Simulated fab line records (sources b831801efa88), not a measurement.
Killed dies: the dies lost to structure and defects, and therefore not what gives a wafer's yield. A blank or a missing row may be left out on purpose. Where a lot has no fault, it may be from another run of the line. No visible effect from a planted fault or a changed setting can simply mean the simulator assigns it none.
fab line records ; flow sky130
[record] lots = 14; wafers = 42; lastDay = 50
route steps=708 shown RES_XHIGH@360 LI_CONTACT@374 PAD_OPEN@708
lots untouched by any fault: they come from a run of this same line in which no faults occurred
startH: hours from the record's opening day to when the first of the lot's shown wafers began ; waitH: hours from the lot's prior step to this one ; " repeats the value in the row above ; L1.1+2: several wafers, shown together as one row ; - either no value or no given start ; * or withheld: withheld ; < > ~ a bound
route shown NAME@n: names a module that has steps shown in the file, with the first one's number in the route ; usual: average and standard deviation across the fault-free wafers ; same: alike in all rows ; chamber/n: place in a boat ; sites: per-site readings ; _std_site: standard deviation of those values ; _edge_site: the outer-site mean with the inner-site mean subtracted ; radiusMm: how far each site lies from the wafer's centre ; mask NAME#n: copy n ; behind: the last tool/chamber to shape the wafer ; hold: why the lot was held/for how many hours/how that ended ; device: names the non-switching transistor (n, p or np) ; end of line: tests of these same wafers at the route's end ; where a step has no rows: the recipe by itself ; killed: count of dies lost to structure and defects at first sort (not the wafer's yield) ; map: a wafer's dies, x killed, . not, _ none there
set.NAME: the setting the step ran with; set.NAME@STEP: the setting that earlier step ran with ; model.NAME: the simulator's own value behind a step, which no gauge read
steps of the route over a sample of lots; a table a step, a row a wafer
services: the hour from which a tool's chamber was out of use, counted from the record's first day as startH (under 0 if before that day), plus the number of hours and why
[[steps]]
[step SKY_SD_N_RS_MEAS_18]
[recipe] thkMeasGauge = four-point-probe
[usual] RES_XHIGH_RS = 329.8/1.3
lot.wafer;tool;chamber;startH;waitH;RES_XHIGH_RS[ohm/sq]
L355.1;filmMetro-03;-;642.21;0.1;329.7
L355.2;filmMetro-03;-;642.21;0.1;329.2
L355.5;filmMetro-03;-;642.21;0.1;328.9
L356.2;filmMetro-03;-;662.19;0.1;330.8
L356.4;filmMetro-03;-;662.19;0.1;329.6
L356.5;filmMetro-03;-;662.19;0.1;330.0
L357.1;filmMetro-03;-;669.36;0.1;330.0
L357.5;filmMetro-03;-;669.36;0.1;328.8
L357.6;filmMetro-03;-;669.36;0.1;329.3
L359.1;filmMetro-04;-;688.52;0.1;331.3
L359.5;filmMetro-04;-;688.52;0.1;330.4
L359.6;filmMetro-04;-;688.52;0.1;329.6
L360.1;filmMetro-02;-;695.45;0.1;327.6
L360.2;filmMetro-02;-;695.45;0.1;327.3
L360.4;filmMetro-02;-;695.45;0.1;328.0
L362.1;filmMetro-02;-;703.28;0.1;328.2
L362.2;filmMetro-02;-;703.28;0.1;330.3
L362.4;filmMetro-02;-;703.28;0.1;331.1
L367.1;filmMetro-02;-;744.47;0.1;331.5
L367.2;filmMetro-02;-;744.47;0.1;330.7
L367.3;filmMetro-02;-;744.47;0.1;331.5
L366.2;filmMetro-03;-;751.09;0.1;329.6
L366.3;filmMetro-03;-;751.09;0.1;328.5
L366.4;filmMetro-03;-;751.09;0.1;329.2
L371.1;filmMetro-02;-;817.07;0.1;331.6
L371.3;filmMetro-02;-;817.07;0.1;330.2
L371.6;filmMetro-02;-;817.07;0.1;329.9
L373.1;filmMetro-04;-;817.64;0.1;330.0
L373.4;filmMetro-04;-;817.64;0.1;329.2
L373.6;filmMetro-04;-;817.64;0.1;330.1
L375.3;filmMetro-02;-;818.16;0.1;327.8
L375.4;filmMetro-02;-;818.16;0.1;327.0
L375.5;filmMetro-02;-;818.16;0.1;326.8
L374.2;filmMetro-03;-;819.69;0.1;330.4
L374.5;filmMetro-03;-;819.69;0.1;330.0
L374.6;filmMetro-03;-;819.69;0.1;329.4
L377.1;filmMetro-04;-;821.37;0.1;328.9
L377.3;filmMetro-04;-;821.37;0.1;328.0
L377.6;filmMetro-04;-;821.37;0.1;329.1
L376.1;filmMetro-03;-;825.11;0.1;328.5
L376.2;filmMetro-03;-;825.11;0.1;328.1
L376.3;filmMetro-03;-;825.11;0.1;328.4
[step SKY_LI_CONTACT_CD_MEAS_12]
[recipe] targetCdNm = 170
[usual] cdNm = 169.6/1.5
lot.wafer;tool;chamber;startH;waitH;cdNm
L355.1;cdSem-01;-;671.11;-;167.0
L355.2;cdSem-01;-;671.11;-;167.1
L355.5;cdSem-01;-;671.11;-;167.8
L356.2;cdSem-01;-;690.09;-;168.6
L356.4;cdSem-01;-;690.09;-;167.9
L356.5;cdSem-01;-;690.09;-;168.9
L357.1;cdSem-02;-;697.79;-;170.8
L357.5;cdSem-02;-;697.79;-;171.2
L357.6;cdSem-02;-;697.79;-;171.1
L359.1;cdSem-01;-;714.19;-;171.3
L359.5;cdSem-01;-;714.19;-;169.8
L359.6;cdSem-01;-;714.19;-;170.8
L360.1;cdSem-01;-;723.39;-;169.2
L360.2;cdSem-01;-;723.39;-;170.5
L360.4;cdSem-01;-;723.39;-;171.3
L362.1;cdSem-01;-;731.11;-;168.8
L362.2;cdSem-01;-;731.11;-;167.0
L362.4;cdSem-01;-;731.11;-;167.0
L367.1;cdSem-01;-;771.89;-;169.0
L367.2;cdSem-01;-;771.89;-;169.6
L367.3;cdSem-01;-;771.89;-;168.2
L366.2;cdSem-02;-;779.04;-;169.1
L366.3;cdSem-02;-;779.04;-;169.0
L366.4;cdSem-02;-;779.04;-;168.5
L371.1;cdSem-01;-;844.52;-;169.0
L371.3;cdSem-01;-;844.52;-;169.3
L371.6;cdSem-01;-;844.52;-;169.6
L373.1;cdSem-01;-;844.87;-;168.6
L373.4;cdSem-01;-;844.87;-;168.0
L373.6;cdSem-01;-;844.87;-;168.5
L375.3;cdSem-02;-;845.86;-;171.9
L375.4;cdSem-02;-;845.86;-;171.5
L375.5;cdSem-02;-;845.86;-;169.4
L374.2;cdSem-02;-;847.09;-;168.1
L374.5;cdSem-02;-;847.09;-;168.2
L374.6;cdSem-02;-;847.09;-;168.2
L377.1;cdSem-01;-;848.69;-;168.9
L377.3;cdSem-01;-;848.69;-;169.8
L377.6;cdSem-01;-;848.69;-;167.6
L376.1;cdSem-01;-;852.49;-;169.8
L376.2;cdSem-01;-;852.49;-;170.0
L376.3;cdSem-01;-;852.49;-;168.8
[step SKY_LI_CONTACT_SPUTTER_20]
[recipe] material = TiN; targetThkNm = 20; chamberPressurePa = 5; powerW = 4000; timeS = 80
[usual] cathodeDcPowerW = 3999.9/0.75; throttleValvePct = 29.7/1.4
lot.wafer;tool;chamber;startH;waitH;cathodeDcPowerW;throttleValvePct
L355.1;pvdSputter-03;-;671.77;0.0;4000.3;29.0
L355.2;pvdSputter-03;-;671.77;0.0;3999.1;29.7
L355.5;pvdSputter-03;-;671.77;0.0;4000.3;29.3
L356.2;pvdSputter-03;-;690.73;0.0;3998.9;29.4
L356.4;pvdSputter-03;-;690.73;0.0;4000.6;28.8
L356.5;pvdSputter-03;-;690.73;0.0;3999.3;29.5
L357.1;pvdSputter-01;-;698.44;0.0;3999.8;30.0
L357.5;pvdSputter-01;-;698.44;0.0;3998.9;29.6
L357.6;pvdSputter-01;-;698.44;0.0;3999.9;31.2
L359.1;pvdSputter-01;-;714.84;0.0;4000.2;32.4
L359.5;pvdSputter-01;-;714.84;0.0;3998.7;31.2
L359.6;pvdSputter-01;-;714.84;0.0;4000.4;29.4
L360.1;pvdSputter-01;-;724.04;0.0;4000.4;29.7
L360.2;pvdSputter-01;-;724.04;0.0;3999.3;29.5
L360.4;pvdSputter-01;-;724.04;0.0;4000.1;31.3
L362.1;pvdSputter-04;-;731.77;0.0;4000.7;31.7
L362.2;pvdSputter-04;-;731.77;0.0;3999.6;28.4
L362.4;pvdSputter-04;-;731.77;0.0;4000.7;29.3
L367.1;pvdSputter-01;-;772.57;0.0;3897.6;29.6
L367.2;pvdSputter-01;-;772.57;0.0;3898.1;29.5
L367.3;pvdSputter-01;-;772.57;0.0;3897.6;31.2
L366.2;pvdSputter-01;-;779.69;0.0;3898.1;30.1
L366.3;pvdSputter-01;-;779.69;0.0;3897.9;31.0
L366.4;pvdSputter-01;-;779.69;0.0;3898.8;32.5
L371.1;pvdSputter-03;-;845.19;0.0;3998.7;29.3
L371.3;pvdSputter-03;-;845.19;0.0;4000.1;27.3
L371.6;pvdSputter-03;-;845.19;0.0;3998.2;27.5
L373.1;pvdSputter-01;-;845.54;0.0;4000.2;32.9
L373.4;pvdSputter-01;-;845.54;0.0;3999.3;29.7
L373.6;pvdSputter-01;-;845.54;0.0;3999.8;32.5
L375.3;pvdSputter-01;-;846.53;0.0;4000.8;32.8
L375.4;pvdSputter-01;-;846.53;0.0;3998.3;30.0
L375.5;pvdSputter-01;-;846.53;0.0;4000.2;29.6
L374.2;pvdSputter-03;-;847.77;0.0;4000.1;27.3
L374.5;pvdSputter-03;-;847.77;0.0;3999.3;27.4
L374.6;pvdSputter-03;-;847.77;0.0;4000.2;29.1
L377.1;pvdSputter-01;-;849.44;0.0;3999.1;29.7
L377.3;pvdSputter-01;-;849.44;0.0;4000.1;29.7
L377.6;pvdSputter-01;-;849.44;0.0;3998.9;29.8
L376.1;pvdSputter-03;-;853.19;0.0;3998.3;29.2
L376.2;pvdSputter-03;-;853.19;0.0;3999.0;29.2
L376.3;pvdSputter-03;-;853.19;0.0;4000.4;27.6
[step SKY_LI_CONTACT_THK_MEAS_23]
[recipe] thkMeasGauge = xrf; reads = W_of_LI_CONTACT_CVD_21
[usual] LI_CONTACT_W_THK = 414/8
lot.wafer;tool;chamber;startH;waitH;LI_CONTACT_W_THK[nm]
L355.1;filmMetro-03;-;672.08;0.1;412
L355.2;filmMetro-03;-;672.08;0.1;417
L355.5;filmMetro-03;-;672.08;0.1;414
L356.2;filmMetro-03;-;691.04;0.1;413
L356.4;filmMetro-03;-;691.04;0.1;419
L356.5;filmMetro-03;-;691.04;0.1;421
L357.1;filmMetro-02;-;698.75;0.1;417
L357.5;filmMetro-02;-;698.75;0.1;410
L357.6;filmMetro-02;-;698.75;0.1;415
L359.1;filmMetro-02;-;715.15;0.1;416
L359.5;filmMetro-02;-;715.15;0.1;412
L359.6;filmMetro-02;-;715.15;0.1;396
L360.1;filmMetro-04;-;724.35;0.1;415
L360.2;filmMetro-04;-;724.35;0.1;429
L360.4;filmMetro-04;-;724.35;0.1;426
L362.1;filmMetro-04;-;732.08;0.1;410
L362.2;filmMetro-04;-;732.08;0.1;429
L362.4;filmMetro-04;-;732.08;0.1;427
L367.1;filmMetro-03;-;772.88;0.1;429
L367.2;filmMetro-03;-;772.88;0.1;414
L367.3;filmMetro-03;-;772.88;0.1;409
L366.2;filmMetro-02;-;780.01;0.1;416
L366.3;filmMetro-02;-;780.01;0.1;417
L366.4;filmMetro-02;-;780.01;0.1;401
L371.1;filmMetro-04;-;845.50;0.1;410
L371.3;filmMetro-04;-;845.50;0.1;408
L371.6;filmMetro-04;-;845.50;0.1;414
L373.1;filmMetro-04;-;845.85;0.1;424
L373.4;filmMetro-04;-;845.85;0.1;423
L373.6;filmMetro-04;-;845.85;0.1;420
L375.3;filmMetro-02;-;846.86;0.1;410
L375.4;filmMetro-02;-;846.86;0.1;400
L375.5;filmMetro-02;-;846.86;0.1;401
L374.2;filmMetro-03;-;848.09;0.1;414
L374.5;filmMetro-03;-;848.09;0.1;416
L374.6;filmMetro-03;-;848.09;0.1;423
L377.1;filmMetro-04;-;849.74;0.1;415
L377.3;filmMetro-04;-;849.74;0.1;409
L377.6;filmMetro-04;-;849.74;0.1;416
L376.1;filmMetro-03;-;853.50;0.1;425
L376.2;filmMetro-03;-;853.50;0.1;408
L376.3;filmMetro-03;-;853.50;0.1;427
[step SKY_PAD_OPEN_PROBE_99]
[usual] killed_at_M0_to_M3 = 43/6.2; killed_at_M4_up = 2.8/1.7; killedAtContacts = 24/4.8; killedAtFrontEnd = 15/4.3; killedAtOther = 0.3/0.55; killedDies = 85/8.4; killedOpen = 46/6.7; killedShort = 38/6.2
[same] grossDies = 492; killedAtBackSide = 0
lot.wafer;tool;chamber;startH;waitH;killed_at_M0_to_M3;killed_at_M4_up;killedAtContacts;killedAtFrontEnd;killedAtOther;killedDies;killedOpen;killedShort
L360.1;prober-01;-;1107.49;0.1;41;0;28;12;0;81;47;34
L360.2;prober-01;-;1107.54;0.1;47;3;34;10;0;94;55;39
L360.4;prober-01;-;1107.64;0.2;54;2;17;14;0;87;41;45
L362.1;prober-01;-;1116.57;0.1;41;3;23;20;0;87;51;36
L362.2;prober-01;-;1116.62;0.1;38;3;26;26;0;93;57;36
L362.4;prober-01;-;1116.72;0.2;45;3;31;18;0;97;63;34
L367.1;prober-01;-;1145.28;0.1;35;1;23;23;0;82;45;37
L367.2;prober-01;-;1145.33;0.1;49;3;23;14;0;89;55;33
L367.3;prober-01;-;1145.38;0.2;47;1;21;9;0;78;45;33
L366.2;prober-02;-;1146.11;0.1;43;4;22;14;2;85;43;41
L366.3;prober-02;-;1146.16;0.2;47;2;26;13;1;89;54;34
L366.4;prober-02;-;1146.21;0.2;39;2;32;16;2;91;56;33
L377.1;prober-01;-;1197.93;0.1;31;3;33;17;1;85;45;40
L377.3;prober-01;-;1198.03;0.2;50;1;28;16;0;95;50;45
L377.6;prober-01;-;1198.18;0.2;39;0;30;11;1;81;50;31
// killed by level:class
L360.1 VIA1:geometricParticle:open=12 VIA3:geometricParticle:open=12 CONTACT:geometricParticle:short=9 CONTACT:geometricParticle:open=9 METAL2:geometricParticle:short=6 LI_CONTACT:geometricParticle:open=4 FIELD_ISO:geometricParticle:short=3 LOCAL_INTERCONNECT:geometricParticle:short=3
L360.2 VIA1:geometricParticle:open=11 LI_CONTACT:geometricParticle:open=10 CONTACT:geometricParticle:open=8 VIA3:geometricParticle:open=8 VIA1:geometricParticle:short=5 LOCAL_INTERCONNECT:geometricParticle:short=5 CONTACT:geometricParticle:short=5 METAL1:geometricParticle:short=5
L360.4 VIA1:geometricParticle:open=11 VIA2:geometricParticle:open=10 METAL1:geometricParticle:short=6 CONTACT:geometricParticle:open=5 VIA1:geometricParticle:short=5 VIA3:geometricParticle:open=5 FIELD_ISO:geometricParticle:short=4 VIA3:geometricParticle:short=4
L362.1 LI_CONTACT:geometricParticle:open=9 VIA1:geometricParticle:open=8 VIA3:geometricParticle:open=7 POLY_GATE:geometricParticle:open=7 CONTACT:geometricParticle:short=7 VIA2:geometricParticle:open=7 METAL1:geometricParticle:short=4 CONTACT:geometricParticle:open=4
L362.2 LI_CONTACT:geometricParticle:open=10 VIA1:geometricParticle:open=8 CONTACT:geometricParticle:open=8 FIELD_ISO:geometricParticle:open=7 VIA2:geometricParticle:open=7 POLY_GATE:geometricParticle:short=6 VIA3:geometricParticle:open=6 VIA3:geometricParticle:short=5
L362.4 CONTACT:geometricParticle:open=13 LI_CONTACT:geometricParticle:open=11 VIA2:geometricParticle:open=11 VIA1:geometricParticle:open=10 POLY_GATE:geometricParticle:open=7 VIA3:geometricParticle:open=6 VIA1:geometricParticle:short=5 FIELD_ISO:geometricParticle:short=4
L367.1 VIA1:geometricParticle:open=11 FIELD_ISO:geometricParticle:open=10 CONTACT:geometricParticle:open=8 FIELD_ISO:geometricParticle:short=6 METAL1:geometricParticle:short=5 LI_CONTACT:geometricParticle:open=4 LOCAL_INTERCONNECT:geometricParticle:short=4 CONTACT:geometricParticle:short=4
L367.2 VIA1:geometricParticle:open=15 CONTACT:geometricParticle:open=9 VIA2:geometricParticle:open=8 METAL2:geometricParticle:short=7 VIA3:geometricParticle:open=6 FIELD_ISO:geometricParticle:open=5 POLY_GATE:geometricParticle:open=4 LI_CONTACT:geometricParticle:short=4
L367.3 LI_CONTACT:geometricParticle:open=11 VIA1:geometricParticle:open=11 METAL2:geometricParticle:short=7 VIA1:geometricParticle:short=6 METAL1:geometricParticle:short=6 VIA3:geometricParticle:open=6 CONTACT:geometricParticle:open=5 CONTACT:geometricParticle:short=3
L366.2 VIA1:geometricParticle:open=13 LOCAL_INTERCONNECT:geometricParticle:short=6 POLY_GATE:geometricParticle:open=5 LI_CONTACT:geometricParticle:open=5 LI_CONTACT:geometricParticle:short=4 METAL1:geometricParticle:short=4 VIA1:geometricParticle:short=4 VIA2:geometricParticle:open=4
L366.3 CONTACT:geometricParticle:open=9 VIA2:geometricParticle:open=9 VIA1:geometricParticle:open=8 VIA3:geometricParticle:open=8 POLY_GATE:geometricParticle:short=6 LI_CONTACT:geometricParticle:open=5 LOCAL_INTERCONNECT:geometricParticle:open=4 METAL1:geometricParticle:short=4
L366.4 CONTACT:geometricParticle:open=13 VIA1:geometricParticle:open=11 LI_CONTACT:geometricParticle:open=9 FIELD_ISO:geometricParticle:open=7 METAL2:geometricParticle:short=6 VIA2:geometricParticle:open=5 METAL1:geometricParticle:short=5 FIELD_ISO:geometricParticle:short=4
L377.1 LI_CONTACT:geometricParticle:open=9 CONTACT:geometricParticle:open=8 VIA1:geometricParticle:short=5 POLY_GATE:geometricParticle:open=5 CONTACT:geometricParticle:short=5 METAL1:geometricParticle:short=5 VIA1:geometricParticle:open=5 POLY_GATE:geometricParticle:short=4
L377.3 LI_CONTACT:geometricParticle:open=10 VIA1:geometricParticle:open=9 POLY_GATE:geometricParticle:open=8 METAL1:geometricParticle:short=8 VIA1:geometricParticle:short=8 CONTACT:geometricParticle:short=7 CONTACT:geometricParticle:open=5 METAL2:geometricParticle:short=5
L377.6 CONTACT:geometricParticle:open=14 VIA1:geometricParticle:open=11 LI_CONTACT:geometricParticle:open=7 VIA3:geometricParticle:open=7 FIELD_ISO:geometricParticle:short=6 VIA2:geometricParticle:open=5 LOCAL_INTERCONNECT:geometricParticle:short=4 METAL1:geometricParticle:short=4
[[services]]
tool;chamber;startH;hours;kind
pvdSputter-01;-;665.09;2.1;repair
pvdSputter-04;-;805.84;2.1;repair
pvdSputter-04;-;846.54;6.6;repair
[[key]]
[firstSign] step = SKY_LI_CONTACT_SPUTTER_20; reading = cathodeDcPowerW; direction = down; sigmas = 99+; usual = 3999.9; struck = 3898.0
effect none on later readings
metAt SKY_LI_CONTACT_SPUTTER_20
struckLots L366,L367
testerLeftOut L366,L367
notActingAt SKY_SD_N_RS_MEAS_18,SKY_LI_CONTACT_CD_MEAS_12,SKY_LI_CONTACT_THK_MEAS_23
onsetBetween 724.04 772.57
[fault] kind = processParameterDrift; tool = pvdSputter-01; chamber = -; onsetH = 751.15; steps = SKY_LI_CONTACT_SPUTTER_20; channel = powerW; offset = *; shape = step; endH = 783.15; actsIn = *; stated = *
// testerLeftOut: of these lots the tester's yield and bins aren't shown, on N5 and GAA mostly nor the transistor test; their killed dies are dies lost to structure and defects alone, not to doping, threshold or leakage, so they don't give the yield
